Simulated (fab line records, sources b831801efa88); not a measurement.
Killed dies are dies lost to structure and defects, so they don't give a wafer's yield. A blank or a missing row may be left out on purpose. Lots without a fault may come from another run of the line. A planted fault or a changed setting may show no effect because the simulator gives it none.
fab line records | flow sky130
record lots=6 wafers=18 last_day=50
route steps=708 shown NWELL@61 PAD_OPEN@708
lots that met no fault: from a run of the same line without faults
start_h: hours from the record's first day to the start of the lot's first wafer shown | wait_h: hours since the lot's step before | " the same as in the row above | L1.1+2: a row that stands for several wafers | - no value, or no start given | * or withheld: withheld | < > ~ a bound
route shown NAME@n: a module of which the file shows steps, and the number in the route of the first | usual: mean/standard deviation of fault-free wafers | same: alike in all rows | chamber/n: place in a boat | sites: the reading at each site | _std_site: their standard deviation | _edge_site: outer sites' mean less inner sites' | radius_mm: how far each site lies from the wafer's centre | mask NAME#n: copy n | behind: the tool/chamber that last shaped the wafer | hold: why the lot was held/for how many hours/how that ended | device: the transistor (n, p or np) that didn't switch | end of line: the same wafers' tests at the end of the route | a step without rows: its recipe alone | killed: dies lost to structure and defects at the first sort, not the wafer's yield | map: a wafer's dies, x killed, . not, _ none there
set.NAME: the setting as run; set.NAME@STEP: as run at that earlier step | model.NAME: the simulator's own value behind a step, which no gauge read
lots at some steps of the route; a table a step, a row a wafer
services: from which hour (start_h, from the record's first day; less than 0 if before it) a tool's chamber was out of use, for how many hours, and why
## steps
# step SKY_NWELL_PEB_08
# recipe temp_c=115 time_s=withheld
# step SKY_NWELL_DEVELOP_09
# recipe wall_angle_deg=90 developer=TMAH develop_time_s=60 dev_temp_c=23
# step SKY_NWELL_OVL_MEAS_10
# usual NWELL_00_OVL=-1.5/1.3
# columns lot.wafer tool chamber start_h wait_h NWELL_00_OVL[nm]
L102.2 overlay-01 - 94.16 - -3.4
L102.3 " - " " -4.3
L102.6 " - " " -2.2
L103.3 overlay-02 - 97.10 - -2.9
L103.5 " - " " -1.0
L103.6 " - " " -1.9
L109.1 overlay-01 - 128.95 - 2.1
L109.2 " - " " -1.5
L109.4 " - " " -0.4
L112.1 overlay-02 - 145.76 - -2.1
L112.4 " - " " -1.7
L112.6 " - " " 0.1
L119.2 overlay-01 - 193.31 - 0.1
L119.3 " - " " 0.1
L119.6 " - " " 0.4
L121.2 overlay-02 - 205.06 - 0.5
L121.3 " - " " -2.0
L121.6 " - " " -1.9
# step SKY_NWELL_IMPLANT_11
# recipe species=P energy_kev=400 dose_cm2=1.9e+13 tilt_deg=withheld
# step SKY_NWELL_IMPLANT_12
# recipe species=P energy_kev=120 dose_cm2=1.3e+12 tilt_deg=withheld
# step SKY_NWELL_IMPLANT_13
# recipe species=P energy_kev=50 dose_cm2=7e+11 tilt_deg=withheld
# step SKY_NWELL_STRIP_14
# recipe chemistry=O2/N2 power_w=1400 pressure_mtorr=1500 platen_temp_c=withheld o2_flow_sccm=3000 n2_flow_sccm=300 overash_fraction=0.5
# usual drypump_motor_current_A=5.6/0.59 oes_product_au=0.722/0.0048 strip_time_to_endpoint_s=36.95/0.11
# columns lot.wafer tool chamber start_h wait_h drypump_motor_current_A oes_product_au rf_hours_counter_h strip_time_to_endpoint_s
L102.2 plasma_asher-02 0 94.64 0.1 4.9 0.727 29 37.01
L102.3 " 0 " " 4.9 0.728 - 36.92
L102.6 " 1 " " 6.2 0.717 - 36.84
L103.3 plasma_asher-02 0 97.61 0.1 4.9 0.722 - 36.85
L103.5 " 1 " " 6.2 0.727 - 36.89
L103.6 " 0 " " 4.9 0.728 - 36.85
L109.1 plasma_asher-03 1 129.44 0.1 5.3 0.725 40 37.02
L109.2 " 0 " " 5.3 0.723 40 37.04
L109.4 " 1 " " 5.2 0.723 - 37.11
L112.1 plasma_asher-02 0 146.24 0.1 4.9 0.720 34 37.01
L112.4 " 1 " " 6.1 0.720 - 36.92
L112.6 " 1 " " 6.2 0.726 - 36.91
L119.2 plasma_asher-04 0 193.79 0.1 6.6 0.723 8 37.00
L119.3 " 0 " " 6.6 0.727 - 37.02
L119.6 " 1 " " 5.4 0.722 - 37.11
L121.2 plasma_asher-03 1 205.54 0.1 5.3 0.727 47 36.90
L121.3 " 0 " " 5.3 0.719 - 36.97
L121.6 " 1 " " 5.3 0.724 - 36.88
# step SKY_NWELL_TW_MEAS_15
# usual NWELL_TW=1813/12
# columns lot.wafer tool chamber start_h wait_h NWELL_TW
L102.2 film_metro-04 - 94.75 0.1 1811
L102.3 " - " " 1814
L102.6 " - " " 1812
L103.3 film_metro-03 - 97.69 0.1 1812
L103.5 " - " " 1812
L103.6 " - " " 1814
L109.1 film_metro-04 - 129.54 0.1 1821
L109.2 " - " " 1823
L109.4 " - " " 1827
L112.1 film_metro-03 - 146.34 0.1 1817
L112.4 " - " " 1817
L112.6 " - " " 1816
L119.2 film_metro-03 - 193.90 0.1 1812
L119.3 " - " " 1811
L119.6 " - " " 1811
L121.2 film_metro-03 - 205.65 0.1 1820
L121.3 " - " " 1820
L121.6 " - " " 1812
# step SKY_NWELL_DEHYDRATE_16
# recipe temp_c=200 time_s=60
# step SKY_NWELL_HMDS_17
# recipe prime_time_s=60 prime_temp_c=120
# step SKY_NWELL_COAT_18
# recipe spin_rpm=2000 resist_thk_nm=3000
# step SKY_NWELL_SOFTBAKE_19
# recipe temp_c=110 time_s=withheld
# step SKY_NWELL_EXPOSE_20
# recipe mask_id=NWM_COMPLEMENT na=0.6 source_shape=conventional sigma_outer=0.6 polarization=unpolarized target_cd_nm=840 dose_mj=260
# usual reticle_temp_C=22.98/0.1 stage_vel_mm_s=500.03/0.25
# same na=0.6
# columns lot.wafer tool chamber start_h wait_h mask reticle_temp_C stage_vel_mm_s model.NWELL.overlay_x_nm
L102.2 iline_stepper-02 0 104.21 - NWM_COMPLEMENT#0 23.09 500.14 0.09056
L102.3 " 0 " " NWM_COMPLEMENT#0 22.99 499.97 0.09056
L102.6 " 0 " " NWM_COMPLEMENT#0 22.90 500.33 0.09056
L103.3 iline_stepper-02 0 106.26 - NWM_COMPLEMENT#0 23.04 500.23 0.6454
L103.5 " 0 " " NWM_COMPLEMENT#0 22.96 500.71 0.6454
L103.6 " 0 " " NWM_COMPLEMENT#0 23.05 500.66 0.6454
L109.1 iline_stepper-02 0 139.53 - NWM_COMPLEMENT#0 22.93 499.86 204.1
L109.2 " 0 " " NWM_COMPLEMENT#0 22.91 499.99 204.1
L109.4 " 0 " " NWM_COMPLEMENT#0 22.88 499.58 204.1
L112.1 iline_stepper-02 0 156.46 - NWM_COMPLEMENT#0 22.99 499.75 204.9
L112.4 " 0 " " NWM_COMPLEMENT#0 22.94 499.93 204.9
L112.6 " 0 " " NWM_COMPLEMENT#0 22.95 499.88 204.9
L119.2 iline_stepper-01 0 205.63 - NWM_COMPLEMENT#0 22.97 500.25 0.7214
L119.3 " 0 " " NWM_COMPLEMENT#0 23.06 499.89 0.7214
L119.6 " 0 " " NWM_COMPLEMENT#0 22.96 500.02 0.7214
L121.2 iline_stepper-01 0 216.45 - NWM_COMPLEMENT#0 23.10 499.78 0.4055
L121.3 " 0 " " NWM_COMPLEMENT#0 22.82 499.85 0.4055
L121.6 " 0 " " NWM_COMPLEMENT#0 22.95 499.91 0.4055
# step SKY_NWELL_PEB_21
# recipe temp_c=115 time_s=withheld
# step SKY_NWELL_DEVELOP_22
# recipe wall_angle_deg=90 developer=TMAH develop_time_s=60 dev_temp_c=23
# step SKY_NWELL_OVL_MEAS_23
# usual NWELL_01_OVL=0.4/1.1
# columns lot.wafer tool chamber start_h wait_h NWELL_01_OVL[nm]
L102.2 overlay-02 - 112.86 - -0.2
L102.3 " - " " -0.5
L102.6 " - " " -0.6
L103.3 overlay-02 - 115.07 - 1.4
L103.5 " - " " 0.5
L103.6 " - " " 0.8
L109.1 overlay-01 - 148.66 - 203.2
L109.2 " - " " 204.3
L109.4 " - " " 202.9
L112.1 overlay-02 - 165.96 - 205.2
L112.4 " - " " 205.7
L112.6 " - " " 204.3
L119.2 overlay-02 - 216.56 - 1.4
L119.3 " - " " 1.3
L119.6 " - " " 2.7
L121.2 overlay-01 - 228.36 - 0.7
L121.3 " - " " -0.6
L121.6 " - " " 0.7
# step SKY_NWELL_IMPLANT_24
# recipe species=B energy_kev=140 dose_cm2=9.2e+12 tilt_deg=withheld
# step SKY_PAD_OPEN_PROBE_99
# usual killed_at_M0_to_M3=43/6.7 killed_at_M4_up=3.1/1.9 killed_at_contacts=25/5 killed_at_front_end=15/4 killed_at_other=0.4/0.69 killed_dies=87/9.2 killed_open=46/7.1 killed_short=40/6.8
# same gross_dies=492 killed_at_back_side=0
# columns lot.wafer tool chamber start_h wait_h killed_at_M0_to_M3 killed_at_M4_up killed_at_contacts killed_at_front_end killed_at_other killed_dies killed_open killed_short model.etest.nfet_16v.r_on_ohm_um model.etest.pfet_16v.r_on_ohm_um model.etest.pfet_16v.drive_ua_um model.etest.nfet_16v.drive_ua_um model.etest.sram_pfet_latch.drive_ua_um model.etest.sram_pfet_latch.off_log10_a_um model.etest.sram_pfet_latch.vt_sat_v model.etest.pfet_16v.vt_v
L102.2 prober-02 - 1089.06 0.1 53 4 24 10 0 91 43 48 1.415e+04 1.504e+04 242.5 223.8 145.4 -12.23 -0.7527 -1.093
L102.3 prober-02 - 1089.11 0.2 37 4 28 14 0 83 39 44 1.428e+04 1.49e+04 244.5 220.7 148.6 -12.05 -0.7282 -1.09
L102.6 prober-02 - 1089.26 0.2 34 3 31 12 0 80 45 35 1.421e+04 1.473e+04 244.3 223.5 143.7 -12.44 -0.7467 -1.108
L103.3 prober-01 - 1092.62 0.2 56 1 39 16 0 112 64 47 1.413e+04 1.514e+04 243.6 219.5 136.6 -13.06 -0.8166 -1.114
L103.5 prober-01 - 1092.72 0.2 45 2 16 20 1 84 41 43 1.425e+04 1.545e+04 238.4 219.4 144.8 -12.99 -0.7729 -1.103
L103.6 prober-01 - 1092.77 0.2 46 3 27 18 0 94 54 40 1.419e+04 1.518e+04 240.9 216.9 146.5 -12.87 -0.7697 -1.108
L109.1 prober-01 - 1126.96 0.1 39 3 17 26 1 86 40 35 2.13e+04 1.963e+04 173.3 180.1 147.8 -12.4 -0.7422 -1.095
L109.2 prober-01 - 1127.01 0.1 33 2 25 34 0 94 39 37 2.069e+04 2.03e+04 165.6 181.9 152.8 -12.25 -0.7303 -1.092
L109.4 prober-01 - 1127.11 0.2 32 2 22 29 0 85 34 36 2.074e+04 1.976e+04 173.5 181.1 151.2 -12.28 -0.743 -1.107
L112.1 prober-02 - 1142.92 0.1 40 3 22 44 1 110 49 40 2.074e+04 2.192e+04 158.1 180.7 150.5 -11.95 -0.7317 -1.139
L112.4 prober-02 - 1143.07 0.2 42 2 19 38 0 101 57 23 2.104e+04 2.143e+04 162.3 179.6 157.3 -11.95 -0.6982 -1.132
L112.6 prober-02 - 1143.17 0.2 38 2 25 35 0 100 46 35 2.075e+04 2.193e+04 156.9 179.8 151.5 -11.9 -0.712 -1.139
L119.2 prober-01 - 1184.02 0.1 24 1 26 18 0 69 31 38 1.428e+04 1.512e+04 247.2 217.2 138.5 -13.13 -0.7968 -1.087
L119.3 prober-01 - 1184.07 0.2 55 3 24 29 0 111 57 54 1.41e+04 1.463e+04 255.2 219.7 142.8 -12.95 -0.7906 -1.087
L119.6 prober-01 - 1184.22 0.2 48 2 24 18 0 92 49 43 1.422e+04 1.445e+04 253.3 218.8 142.3 -13.04 -0.7898 -1.081
L121.2 prober-01 - 1195.88 0.1 36 5 26 13 0 80 38 42 1.412e+04 1.502e+04 237.9 211.4 142.4 -12.94 -0.7816 -1.152
L121.3 prober-01 - 1195.93 0.2 39 3 30 17 0 89 43 46 1.389e+04 1.482e+04 244.6 218.4 141 -12.73 -0.7793 -1.136
L121.6 prober-01 - 1196.08 0.2 48 7 31 9 0 95 44 51 1.388e+04 1.465e+04 244.8 219.6 148 -12.52 -0.7562 -1.147
# killed by level:class
L102.2 VIA1:geometric_particle:open=12 VIA2:geometric_particle:short=8 METAL1:geometric_particle:short=7 CONTACT:geometric_particle:open=7 LI_CONTACT:geometric_particle:open=6 METAL2:geometric_particle:short=6 LOCAL_INTERCONNECT:geometric_particle:short=5 VIA1:geometric_particle:short=5
L102.3 CONTACT:geometric_particle:short=8 LI_CONTACT:geometric_particle:open=7 CONTACT:geometric_particle:open=6 VIA1:geometric_particle:short=6 VIA2:geometric_particle:open=6 LOCAL_INTERCONNECT:geometric_particle:short=5 FIELD_ISO:geometric_particle:short=4 POLY_GATE:geometric_particle:open=4
L102.6 VIA1:geometric_particle:open=13 LI_CONTACT:geometric_particle:short=9 CONTACT:geometric_particle:open=9 LI_CONTACT:geometric_particle:open=7 METAL1:geometric_particle:short=5 VIA1:geometric_particle:short=5 POLY_GATE:geometric_particle:short=4 FIELD_ISO:geometric_particle:open=3
L103.3 LI_CONTACT:geometric_particle:open=11 CONTACT:geometric_particle:open=11 VIA2:geometric_particle:open=10 VIA1:geometric_particle:open=8 CONTACT:geometric_particle:short=7 METAL2:geometric_particle:short=7 VIA3:geometric_particle:open=7 LOCAL_INTERCONNECT:geometric_particle:short=6
L103.5 VIA1:geometric_particle:open=12 METAL2:geometric_particle:short=9 LI_CONTACT:geometric_particle:open=6 FIELD_ISO:geometric_particle:short=5 POLY_GATE:geometric_particle:open=5 CONTACT:geometric_particle:short=4 METAL1:geometric_particle:short=4 VIA1:geometric_particle:short=4
L103.6 METAL2:geometric_particle:short=11 VIA2:geometric_particle:open=11 LI_CONTACT:geometric_particle:open=10 CONTACT:geometric_particle:open=10 VIA3:geometric_particle:short=6 VIA1:geometric_particle:open=5 FIELD_ISO:geometric_particle:short=4 POLY_GATE:geometric_particle:short=4
L109.1 VIA1:geometric_particle:open=12 NWELL:overlay=11 METAL1:geometric_particle:short=7 LI_CONTACT:geometric_particle:short=5 LI_CONTACT:geometric_particle:open=5 CONTACT:geometric_particle:open=5 FIELD_ISO:geometric_particle:open=4 POLY_GATE:geometric_particle:open=4
L109.2 NWELL:overlay=18 VIA1:geometric_particle:open=8 CONTACT:geometric_particle:open=8 METAL1:geometric_particle:short=7 CONTACT:geometric_particle:short=6 FIELD_ISO:geometric_particle:short=5 VIA2:geometric_particle:open=5 FIELD_ISO:geometric_particle:open=4
L109.4 NWELL:overlay=15 LI_CONTACT:geometric_particle:open=7 CONTACT:geometric_particle:short=6 VIA1:geometric_particle:open=6 METAL2:geometric_particle:short=5 CONTACT:geometric_particle:open=5 METAL1:geometric_particle:short=5 VIA1:geometric_particle:short=5
L112.1 NWELL:overlay=21 LOCAL_INTERCONNECT:geometric_particle:short=7 VIA1:geometric_particle:open=7 VIA2:geometric_particle:open=7 VIA3:geometric_particle:open=7 FIELD_ISO:geometric_particle:short=6 POLY_GATE:geometric_particle:short=6 LI_CONTACT:geometric_particle:open=6
L112.4 NWELL:overlay=20 VIA1:geometric_particle:open=12 VIA3:geometric_particle:open=10 FIELD_ISO:geometric_particle:open=8 CONTACT:geometric_particle:open=8 VIA2:geometric_particle:open=6 LI_CONTACT:geometric_particle:open=4 LOCAL_INTERCONNECT:geometric_particle:short=4
L112.6 NWELL:overlay=19 CONTACT:geometric_particle:open=12 VIA1:geometric_particle:open=10 METAL1:geometric_particle:short=6 FIELD_ISO:geometric_particle:short=5 VIA2:geometric_particle:open=5 FIELD_ISO:geometric_particle:open=4 POLY_GATE:geometric_particle:short=4
L119.2 CONTACT:geometric_particle:open=8 LOCAL_INTERCONNECT:geometric_particle:short=7 FIELD_ISO:geometric_particle:short=6 LI_CONTACT:geometric_particle:open=5 VIA1:geometric_particle:open=5 FIELD_ISO:geometric_particle:open=3 POLY_GATE:geometric_particle:short=3 VIA2:geometric_particle:short=3
L119.3 VIA1:geometric_particle:open=13 FIELD_ISO:geometric_particle:short=9 METAL2:geometric_particle:short=8 VIA2:geometric_particle:open=8 CONTACT:geometric_particle:open=7 VIA3:geometric_particle:open=7 POLY_GATE:geometric_particle:open=5 POLY_GATE:geometric_particle:short=5
L119.6 CONTACT:geometric_particle:open=10 VIA1:geometric_particle:open=10 METAL1:geometric_particle:short=9 LI_CONTACT:geometric_particle:open=6 VIA2:geometric_particle:open=6 VIA3:geometric_particle:short=5 FIELD_ISO:geometric_particle:open=4 FIELD_ISO:geometric_particle:short=4
L121.2 CONTACT:geometric_particle:open=8 LOCAL_INTERCONNECT:geometric_particle:short=7 VIA1:geometric_particle:open=7 LI_CONTACT:geometric_particle:open=6 POLY_GATE:geometric_particle:open=5 VIA1:geometric_particle:short=5 VIA3:geometric_particle:short=5 METAL1:geometric_particle:short=4
L121.3 CONTACT:geometric_particle:open=12 VIA1:geometric_particle:open=11 LOCAL_INTERCONNECT:geometric_particle:short=8 METAL2:geometric_particle:short=8 POLY_GATE:geometric_particle:short=6 METAL1:geometric_particle:short=5 POLY_GATE:geometric_particle:open=4 CONTACT:geometric_particle:short=4
L121.6 VIA1:geometric_particle:open=13 CONTACT:geometric_particle:open=9 METAL1:geometric_particle:short=9 CONTACT:geometric_particle:short=8 FIELD_ISO:geometric_particle:short=6 LI_CONTACT:geometric_particle:open=6 METAL2:geometric_particle:short=5 METAL4:geometric_particle:short=5
# map L109.2 (x killed, . not)
__________..x...x.xx_________
________.............._______
______....x......x.x.x.x_____
_____......x........x....____
____.x.x.x............xx..___
___...x.x.....x.x..x....x..__
__.........................._
_.xx.xx......x....x.x........
_..x..........x..............
_x..xxx..xxx..x...x..........
_..x......x.x....xx.....x....
_.....x..x...............x...
_...x....x.x...x..xx.xx.x...x
_............x............xx.
_...x..........x.x..x....x...
__x..........x....x...x..xx._
___x...xx...x.x....x....xx.__
____...........x.x..x.x...___
_____............xx......____
______.x....x.....x....._____
________.......x.x...._______
__________.xx......._________
# map L112.1 (x killed, . not)
__________.....x...._________
________...x.........._______
______..x......x.xx....._____
_____....x.......xxx.....____
____....x..x..x.xxxxx.....___
___..x.......x....xx.....xx__
__xx.xx..............x.x.x.x_
_....x.x......x.xx.........xx
_...........x.....x.....x....
_..x...x...x.x.xx......x.x.x.
_.x.x...x..x....xx...x...x...
_....x.....x..x....x.........
_...x...xx..xx..xx..xx...x...
_.........x...x.x.x....x..x..
_...........x................
__x......xx.x......xx......._
___...x.x.x..x...x......x..__
____..x....xx..x..x..x....___
_____.........xx.x....x..____
______...x...x...xx....._____
________.......x.....x_______
__________.....x.x.._________
## services
# columns tool chamber start_h hours kind
iline_stepper-02 - 74.99 9.9 repair
plasma_asher-04 - 108.75 9.0 pm
plasma_asher-04 0 108.75 9.0 vent_cycle
plasma_asher-04 1 108.75 9.0 vent_cycle
plasma_asher-04 0 117.75 - clean
plasma_asher-04 1 117.75 - clean
iline_stepper-02 - 132.06 1.7 pm
iline_stepper-02 - 139.80 4.4 pm
iline_stepper-01 - 167.38 1.7 pm
iline_stepper-01 - 194.69 2.1 pm
iline_stepper-01 - 196.78 - consumable_replace:lamp
iline_stepper-01 0 200.83 - calibration
## key
first_sign step=SKY_NWELL_OVL_MEAS_23 reading=NWELL_01_OVL direction=up sigmas=99+ usual=0.4 struck=204.3
effect step=SKY_PAD_OPEN_PROBE_99 reading=killed_at_front_end direction=up sigmas=4.8 usual=15 struck=34
model_effect step=SKY_NWELL_EXPOSE_20 value=NWELL.overlay_x_nm without=-0.3995 struck=204.5
model_effect step=SKY_PAD_OPEN_PROBE_99 value=etest.nfet_16v.r_on_ohm_um without=1.418e+04 struck=2.088e+04
more_kills_born_at SKY_NWELL_EXPOSE_20@iline_stepper-02=104
met_at SKY_NWELL_EXPOSE_20
struck_wafers L109.1,L109.2,L109.4,L112.1,L112.4,L112.6
tester_left_out L109,L112
onset_between 106.26 139.53
fault kind=scanner_matching_overlay tool=iline_stepper-02 chamber=- onset_h=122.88 steps=SKY_NWELL_EXPOSE_20 offset=204.9
# tester_left_out: of these lots the tester's yield and bins aren't shown, on N5 and GAA mostly nor the transistor test; their killed dies are dies lost to structure and defects alone, not to doping, threshold or leakage, so they don't give the yield
